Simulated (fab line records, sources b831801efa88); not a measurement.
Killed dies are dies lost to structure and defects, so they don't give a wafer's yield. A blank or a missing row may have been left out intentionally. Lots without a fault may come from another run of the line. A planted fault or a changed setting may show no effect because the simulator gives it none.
Split-lot trial :: flow sky130 :: 23 wafers read from 5 lots, route of 708 steps

## THE SPLIT
At SKY_VIA4_COAT_06 (resist thk 1140 nm), the setting spinRpm was moved away from the recipe's 3000 rpm on 10 of the 23 wafers read, by -4.9% to +7.0%. All remaining wafers had this setting at the recipe value.

## FROM THE SPLIT TO THE READING: what the file shows between them, 3 steps
- SKY_VIA4_SOFTBAKE_07: time 60 s
- SKY_VIA4_EXPOSE_08: exposes mask VIM4, target cd 800 nm
- SKY_VIA4_DEVELOP_10: develop time 60 s

## THE READING
NOVOLAK_of_VIA4_COAT_06.thkNm (the simulator's own value, which no gauge read), in nm, at SKY_VIA4_ETCH_12 (etches SiO2 in C4F8/O2/Ar, stops on TiN, target depth 580 nm). No usual value for it is given in the file. The 13 wafers here that ran the recipe average 1006.5 nm, standard deviation 2.7 nm.

wafer: L075.1
tool, chamber at the split: lithoTrack-03, 0
spinRpm as run, rpm: 3000
against the recipe: recipe
NOVOLAK_of_VIA4_COAT_06.thkNm, nm: 1008
against lot-mates on the recipe: -

wafer: L075.2
tool, chamber at the split: lithoTrack-03, 0
spinRpm as run, rpm: 3114
against the recipe: +3.8%
NOVOLAK_of_VIA4_COAT_06.thkNm, nm: 984.3
against lot-mates on the recipe: -20.7

wafer: L075.3
tool, chamber at the split: lithoTrack-03, 0
spinRpm as run, rpm: 3114
against the recipe: +3.8%
NOVOLAK_of_VIA4_COAT_06.thkNm, nm: 985.1
against lot-mates on the recipe: -19.9

wafer: L075.4
tool, chamber at the split: lithoTrack-03, 0
spinRpm as run, rpm: 3114
against the recipe: +3.8%
NOVOLAK_of_VIA4_COAT_06.thkNm, nm: 982
against lot-mates on the recipe: -23.0

wafer: L075.6
tool, chamber at the split: lithoTrack-03, 0
spinRpm as run, rpm: 3000
against the recipe: recipe
NOVOLAK_of_VIA4_COAT_06.thkNm, nm: 1002
against lot-mates on the recipe: -

wafer: L077.2
tool, chamber at the split: lithoTrack-03, 0
spinRpm as run, rpm: 3000
against the recipe: recipe
NOVOLAK_of_VIA4_COAT_06.thkNm, nm: 1006
against lot-mates on the recipe: -

wafer: L077.3
tool, chamber at the split: lithoTrack-03, 0
spinRpm as run, rpm: 3000
against the recipe: recipe
NOVOLAK_of_VIA4_COAT_06.thkNm, nm: 1007
against lot-mates on the recipe: -

wafer: L077.5
tool, chamber at the split: lithoTrack-03, 0
spinRpm as run, rpm: 3000
against the recipe: recipe
NOVOLAK_of_VIA4_COAT_06.thkNm, nm: 1010
against lot-mates on the recipe: -

wafer: L079.1
tool, chamber at the split: lithoTrack-02, 0
spinRpm as run, rpm: 3211
against the recipe: +7.0%
NOVOLAK_of_VIA4_COAT_06.thkNm, nm: 969.4
against lot-mates on the recipe: -38.3

wafer: L079.2
tool, chamber at the split: lithoTrack-02, 0
spinRpm as run, rpm: 3211
against the recipe: +7.0%
NOVOLAK_of_VIA4_COAT_06.thkNm, nm: 971.9
against lot-mates on the recipe: -35.8

wafer: L079.4
tool, chamber at the split: lithoTrack-02, 0
spinRpm as run, rpm: 3000
against the recipe: recipe
NOVOLAK_of_VIA4_COAT_06.thkNm, nm: 1011
against lot-mates on the recipe: -

wafer: L079.5
tool, chamber at the split: lithoTrack-02, 0
spinRpm as run, rpm: 3000
against the recipe: recipe
NOVOLAK_of_VIA4_COAT_06.thkNm, nm: 1003
against lot-mates on the recipe: -

wafer: L079.6
tool, chamber at the split: lithoTrack-02, 0
spinRpm as run, rpm: 3000
against the recipe: recipe
NOVOLAK_of_VIA4_COAT_06.thkNm, nm: 1009
against lot-mates on the recipe: -

wafer: L081.1
tool, chamber at the split: lithoTrack-03, 0
spinRpm as run, rpm: 2852
against the recipe: -4.9%
NOVOLAK_of_VIA4_COAT_06.thkNm, nm: 1035
against lot-mates on the recipe: +29.0

wafer: L081.2
tool, chamber at the split: lithoTrack-03, 0
spinRpm as run, rpm: 2852
against the recipe: -4.9%
NOVOLAK_of_VIA4_COAT_06.thkNm, nm: 1033
against lot-mates on the recipe: +27.0

wafer: L081.3
tool, chamber at the split: lithoTrack-03, 0
spinRpm as run, rpm: 3000
against the recipe: recipe
NOVOLAK_of_VIA4_COAT_06.thkNm, nm: 1007
against lot-mates on the recipe: -

wafer: L081.4
tool, chamber at the split: lithoTrack-03, 0
spinRpm as run, rpm: 3000
against the recipe: recipe
NOVOLAK_of_VIA4_COAT_06.thkNm, nm: 1005
against lot-mates on the recipe: -

wafer: L081.6
tool, chamber at the split: lithoTrack-03, 0
spinRpm as run, rpm: 2852
against the recipe: -4.9%
NOVOLAK_of_VIA4_COAT_06.thkNm, nm: 1036
against lot-mates on the recipe: +30.0

wafer: L085.1
tool, chamber at the split: lithoTrack-04, 0
spinRpm as run, rpm: 3200
against the recipe: +6.7%
NOVOLAK_of_VIA4_COAT_06.thkNm, nm: 970.6
against lot-mates on the recipe: -35.1

wafer: L085.2
tool, chamber at the split: lithoTrack-04, 0
spinRpm as run, rpm: 3000
against the recipe: recipe
NOVOLAK_of_VIA4_COAT_06.thkNm, nm: 1004
against lot-mates on the recipe: -

wafer: L085.5
tool, chamber at the split: lithoTrack-04, 0
spinRpm as run, rpm: 3000
against the recipe: recipe
NOVOLAK_of_VIA4_COAT_06.thkNm, nm: 1004
against lot-mates on the recipe: -

wafer: L085.4
tool, chamber at the split: lithoTrack-04, 0
spinRpm as run, rpm: 3000
against the recipe: recipe
NOVOLAK_of_VIA4_COAT_06.thkNm, nm: 1009
against lot-mates on the recipe: -

wafer: L085.6
tool, chamber at the split: lithoTrack-04, 0
spinRpm as run, rpm: 3200
against the recipe: +6.7%
NOVOLAK_of_VIA4_COAT_06.thkNm, nm: 966
against lot-mates on the recipe: -39.7

FIT RESULTS
A straight line over all 23 wafers: NOVOLAK_of_VIA4_COAT_06.thkNm changes by -5.56 nm for each +1% of spinRpm; r = -0.99; the points scatter about the line by 2.7 nm.
The same after taking each lot's own level away (the mean of its wafers on the recipe; 23 wafers): -5.56 nm for each +1%; r = -0.99; scatter 2.3 nm.
That fit puts the effect of the largest move of spinRpm on the reading at 39 nm.
The span of the lots' own levels, 1005.00 to 1007.67 nm, comes to 1.0 times the standard deviation stated above.
The two slopes are in agreement: the lot-to-lot level therefore moves the slope only a little.
Check: -38.9 nm against its lot-mates is what the line predicts for one of the wafers moved furthest among these (+7.0%) when that wafer is left out of the fit. Against them it came out at -38.3 nm.

## ADDITIONAL SPLITS CARRIED BY THESE WAFERS
Before the reading, these wafers also passed through other splits. Each is held against what the fit with the lots' levels taken away leaves over:
other split on the same wafers: SKY_CAPM_COAT_07 spinRpm
wafers away from the commonest value: 6
r with NOVOLAK_of_VIA4_COAT_06.thkNm (lot level and that fit taken away): +0.07

other split on the same wafers: SKY_VIA3_CMP_02 leaveAboveRefNm
wafers away from the commonest value: 9
r with NOVOLAK_of_VIA4_COAT_06.thkNm (lot level and that fit taken away): +0.19

other split on the same wafers: SKY_VIA3_DEVELOP_11 devTempC
wafers away from the commonest value: 9
r with NOVOLAK_of_VIA4_COAT_06.thkNm (lot level and that fit taken away): +0.15

other split on the same wafers: SKY_VIA3_STRIP_16 pressureMtorr
wafers away from the commonest value: 18
r with NOVOLAK_of_VIA4_COAT_06.thkNm (lot level and that fit taken away): -0.04

other split on the same wafers: SKY_CAP2M_COAT_07 spinRpm
wafers away from the commonest value: 9
r with NOVOLAK_of_VIA4_COAT_06.thkNm (lot level and that fit taken away): +0.16

other split on the same wafers: SKY_METAL4_METAL_ETCH_18 timeS
wafers away from the commonest value: 11
r with NOVOLAK_of_VIA4_COAT_06.thkNm (lot level and that fit taken away): +0.21

## THE WHOLE CHAIN: every reading that the file lists as answering this split, in the file's order
step: SKY_VIA4_COAT_06
what it does: resist thk 1140 nm
reading: NOVOLAK_of_VIA4_COAT_06.thkNm (the simulator's own value, which no gauge read)
change (the file's fit): -5.56 nm for each +1% of the setting
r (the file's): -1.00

step: SKY_VIA4_ETCH_12
what it does: etches SiO2 in C4F8/O2/Ar, stops on TiN, target depth 580 nm
reading: NOVOLAK_of_VIA4_COAT_06.thkNm (the simulator's own value, which no gauge read)
change (the file's fit): -5.51 nm for each +1% of the setting
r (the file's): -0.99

step: SKY_VIA4_STRIP_13
what it does: strips in O2/N2
reading: stripTimeToEndpointS
change (the file's fit): withheld for each +1% of the setting
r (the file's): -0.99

## FILE'S OWN FIT
NOVOLAK_of_VIA4_COAT_06.thkNm changes by -5.51 nm for each +1% of spinRpm, r = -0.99.
